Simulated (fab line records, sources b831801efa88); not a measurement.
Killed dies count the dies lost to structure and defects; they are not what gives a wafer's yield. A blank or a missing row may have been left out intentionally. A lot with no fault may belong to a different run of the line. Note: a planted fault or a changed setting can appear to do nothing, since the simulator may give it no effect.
Matching of chambers ; flow sky130 ; SKY_VIA4_CMP_02 on cmp-02: 4 sister chambers
The step polishes SiO2. 24 wafers are shown with their chamber, then 12 later ones without.

## EACH WAFER AND ITS CHAMBER
wafer;chamber;motor current A (A)
L074.2;3;11.6
L074.3;0;12.4
L074.5;0;13.0
L075.1;0;12.5
L075.2;2;12.8
L075.3;1;13.9
L075.4;3;12.4
L075.5;1;13.6
L075.6;2;12.7
L077.1;2;13.3
L077.5;1;13.2
L077.6;0;11.9
L084.2;1;13.8
L084.5;3;11.9
L084.6;2;12.5
L085.1;1;13.0
L085.4;2;12.9
L085.6;2;13.2
L086.2;1;14.5
L086.4;0;12.0
L086.5;2;13.5
L091.1;3;12.0
L091.3;1;14.1
L091.6;3;11.7

SIGNATURES (averages over the wafers above)
reading;chamber 0;chamber 1;chamber 2;chamber 3;scatter within a chamber
motor current A;12.360;13.729;12.986;11.920;0.42
Rule: distance of a wafer from a chamber = root of the sum over the readings of ((wafer's reading minus chamber's mean) / reading's scatter) squared. The wafer belongs to the nearest chamber; if the next one is less than 2 further off, it can't be placed. The scatter: take each reading less its chamber's mean, square it, sum over the shown wafers, divide by the number of wafers less the number of chambers, and take the root.

## WAFERS MISSING THEIR CHAMBER
wafer;motor current A (A)
L092.1;14.0
L092.2;12.5
L092.6;12.5
L094.1;12.6
L094.3;12.6
L094.5;12.6
L095.1;12.4
L095.2;12.3
L095.6;13.8
L097.2;12.6
L097.3;12.2
L097.5;11.6

## EACH ONE'S CHAMBER
wafer;from the rows above;in truth
L092.1;can't be placed: 1 or 2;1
L092.2;can't be placed: 0 or 2 or 3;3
L092.6;can't be placed: 0 or 2 or 3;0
L094.1;can't be placed: 0 or 2 or 3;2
L094.3;can't be placed: 0 or 2 or 3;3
L094.5;can't be placed: 0 or 2 or 3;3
L095.1;can't be placed: 0 or 3 or 2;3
L095.2;can't be placed: 0 or 3 or 2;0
L095.6;can't be placed: 1 or 2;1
L097.2;can't be placed: 0 or 2 or 3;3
L097.3;can't be placed: 0 or 3 or 2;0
L097.5;can't be placed: 3 or 0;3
Placed correctly: 0 of 12. Cannot be placed on the basis of these rows: 12; the candidates contain the true chamber in 12. 0 placed wrongly.
